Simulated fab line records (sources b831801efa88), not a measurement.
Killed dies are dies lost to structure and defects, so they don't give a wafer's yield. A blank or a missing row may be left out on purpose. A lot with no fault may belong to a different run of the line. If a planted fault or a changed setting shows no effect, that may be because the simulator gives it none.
The same fault as seen by 2 desks :: flow sky130 :: what lay behind the numbers comes last; until then each desk has only its own

FROM THE METROLOGY DESK
What the gauges read, lot by lot, whatever tool the lot ran on: means of the sampled wafers that have a number. A lot is out of limits, marked OUT, if its mean lies more than 4 standard deviations from the usual mean; the brackets give that distance.
Columns: A = VT_ADJUST_HVTR_TW at SKY_VT_ADJUST_HVTR_TW_MEAS_11, usual 211.1; B = SD_N_TW at SKY_SD_N_TW_MEAS_12, usual 3971; C = cdNm at SKY_LI_CONTACT_CD_MEAS_12, usual 169.6 nm; D = cdNm at SKY_LOCAL_INTERCONNECT_CD_MEAS_11, usual 170.5 nm
lot: L738
first seen here: day 9 11:44
A: 207.5
B: 3903
C: 169.9
D: 170.4

lot: L739
first seen here: day 9 15:37
A: 214.9
B: 3916
C: 170.3
D: 171.7

lot: L740
first seen here: day 10 01:03
A: 209.6
B: 3951
C: 169.2
D: 172.0

lot: L743
first seen here: day 10 23:17
A: 209.4
B: 4007
C: 168.8
D: 170.4

lot: L744
first seen here: day 11 04:46
A: 207.9
B: 4031
C: 169.5
D: 171.7

lot: L746
first seen here: day 11 23:06
A: 212.4
B: 4050
C: 165.6
D: 173.2

lot: L749
first seen here: day 12 19:37
A: 164.4 (-19) OUT
B: 3946
C: 172.5
D: 171.2

lot: L752
first seen here: day 13 20:13
A: 168.5 (-18) OUT
B: 4004
C: 170.1
D: 167.9

lot: L756
first seen here: day 14 23:58
A: 212.8
B: 3953
C: 170.9
D: 167.7

lot: L758
first seen here: day 15 21:52
A: 213.5
B: 3926
C: 167.8
D: 171.5

lot: L759
first seen here: day 16 05:33
A: 213.8
B: 3990
C: 168.6
D: 170.6

lot: L760
first seen here: day 16 15:20
A: 211.3
B: 3934
C: 171.9
D: 171.6

lot: L761
first seen here: day 16 17:10
A: 208.6
B: 4000
C: 171.7
D: 168.5
Finding of this desk: L749, L752 out of limits, first seen on L749 at day 12 19:37 (VT_ADJUST_HVTR_TW at SKY_VT_ADJUST_HVTR_TW_MEAS_11). L738, L739, L740, L743, L744, L746, L756, L758, L759, L760, L761: within limits.

FOR THE TOOL OWNER'S DESK: implanter-02
SKY_VT_ADJUST_HVTR_IMPLANT_09, tool's own readings: per-lot mean of the sampled wafers with a number, covering each lot this tool ran. A lot is out of limits, marked OUT, if its mean lies more than 4 standard deviations from the usual mean; the brackets give that distance.
Columns: A = beamOnS at SKY_VT_ADJUST_HVTR_IMPLANT_09, usual 9.99 s; B = doseIonsCm2 at SKY_VT_ADJUST_HVTR_IMPLANT_09, usual 2.1004e+12; C = faradayCurrentUA at SKY_VT_ADJUST_HVTR_IMPLANT_09, usual 11.85
lot: L739
first seen here: day 9 15:23
A: 9.93
B: 2.1006e+12
C: 11.92

lot: L746
first seen here: day 11 22:51
A: 10.07
B: 2.1000e+12
C: 11.78

lot: L749
first seen here: day 12 19:22
A: 9.83
B: 8.8597e+11 (-99 or more) OUT
C: 5.08 (-27) OUT

lot: L752
first seen here: day 13 19:59
A: 9.84
B: 8.8600e+11 (-99 or more) OUT
C: 5.06 (-27) OUT
This desk's finding: out of limits on L749, L752; first on L749, day 12 19:22 (doseIonsCm2 at SKY_VT_ADJUST_HVTR_IMPLANT_09). L739, L746: within limits.

ALL TOGETHER
The tool owner's desk could have raised an alarm at day 12 19:22, on L749, L752.
The metrology desk could have raised an alarm at day 12 19:37, on L749, L752.
Of the lots named, all ran SKY_VT_ADJUST_HVTR_IMPLANT_09 on implanter-02.

WHAT WAS PUT IN BY THE SIMULATOR
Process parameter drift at SKY_VT_ADJUST_HVTR_IMPLANT_09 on implanter-02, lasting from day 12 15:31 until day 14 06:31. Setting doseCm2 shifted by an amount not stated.
Shown lots that were struck: L749, L752.
Time in hours from fault onset to the first out-of-limits reading at each desk: tool owner's desk 4, metrology desk 4.
